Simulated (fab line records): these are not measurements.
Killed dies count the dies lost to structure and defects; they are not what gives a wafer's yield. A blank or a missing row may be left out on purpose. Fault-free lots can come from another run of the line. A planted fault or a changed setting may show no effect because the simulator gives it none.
8D (eight disciplines) problem report, filled in by code / flow sky130 / the parts of the form that need people (team, actions taken, sign-off) are left out

== 1. WHAT WENT WRONG ==
Mean SPACER_CVD_00_THK at SKY_SPACER_THK_MEAS_01: 48.4 nm over 6 wafers in 2 lots; fault-free wafers: 42.8 nm, standard deviation 0.4. That puts it +14 standard deviations away from the usual mean.
The first sign was on wafer L299.2 at day 27 20:02, on film_metro-01. The record holds 30 wafers of 10 lots with a number at this step. Rule for "out" (also "out of limits"): further than 4 standard deviations from the usual mean. The other wafers with a number count as sound.

== 2. WHAT THIS IS AND IS NOT ==
question=which readings at this step | is=SPACER_CVD_00_THK | is not=-
question=which lots | is=L299, L301 | is not=L287, L288, L289, L290, L291, L292, L295, L309
question=which wafers of those lots | is=all that have a number | is not=-
question=read on which gauges | is=film_metro-01 | is not=film_metro-02, film_metro-04
question=when | is=from day 27 20:02 | is not=up to then (21 sound wafers); but 3 sound wafers of L309 came after

== 3. WHAT RULES OUT EACH SUSPECT ==
Counting: any tool at a process step up to the reading is kept as a suspect provided that every lot that is out went through it and no sound lot did after the first of them.
- the gauge at SKY_SPACER_THK_MEAS_01 is ruled out. All the wafers that are out were read on film_metro-01, but those of them that SKY_SPACER_CVD_00 has rows for are out there too, on other tools.
- lpcvd-02 at SKY_SPACER_CVD_00 (deposits Si3N4 from DCS/NH3, target thk 43.1 nm, time 740 s): ruled out as a lasting fault. After its first lot that is out, L299 (day 27 18:50), sound lots L309 ran on it.
Left after counting: nothing in the record.

== 4. THE CAUSE (what the simulator had put in) ==
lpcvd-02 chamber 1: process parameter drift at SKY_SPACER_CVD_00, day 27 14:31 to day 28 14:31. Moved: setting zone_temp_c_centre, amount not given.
It was ruled out by counting, in error; the rule expects a fault to strike all lots run on its tool from its start on, and this fault did not.

== 5. THE CHAIN OF EFFECTS, in route order ==
One row per reading whose mean, taken over the struck wafers that have a number, lies over 3 standard deviations from the usual. Only readings for which the record gives a usual standard deviation are gone through. hours: the time from each lot's start at the first step in this table that gives one to its start at this step, as a median over the lots. sigmas: the change in usual standard deviations.
hours=0; step=SKY_SPACER_CVD_00; reading=spike_tc_centre_C; usual=770.2 C; on struck wafers=785.1; change=+14.9; sigmas=+16
hours=0; step=SKY_SPACER_CVD_00; reading=zone_power_lower_pct; usual=12.8 %; on struck wafers=10.7; change=-2.2; sigmas=-6.5
hours=0; step=SKY_SPACER_CVD_00; reading=zone_power_upper_pct; usual=12.7 %; on struck wafers=10.2; change=-2.5; sigmas=-4.3
hours=1; step=SKY_SPACER_THK_MEAS_01; reading=SPACER_CVD_00_THK; usual=42.8 nm; on struck wafers=48.4; change=+5.6; sigmas=+14
hours=4; step=SKY_SPACER_ETCHBACK_02; reading=oes_product_au; usual=0.852 a.u.; on struck wafers=0.916; change=+0.064; sigmas=+10
Here are the process steps it includes:
- SKY_SPACER_CVD_00: deposits Si3N4 from DCS/NH3, target thk 43.1 nm, time 740 s.
- SKY_SPACER_ETCHBACK_02: etches Si3N4 in CH3F/O2, stops on SiO2, time 46.7 s, target depth 45 nm.

== 6. WHAT WOULD HAVE CAUGHT IT SOONER ==
Counted from the fault's start at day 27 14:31, it took 6 hours until the first out-of-limits reading at a measuring or inspecting step in this record, taken at day 27 20:02.
The tool's own readings at SKY_SPACER_CVD_00 were out on every struck wafer that the step has a row for (spike_tc_centre_C, zone_power_lower_pct, zone_power_upper_pct): an alarm limit on them would have fired on the first of those.
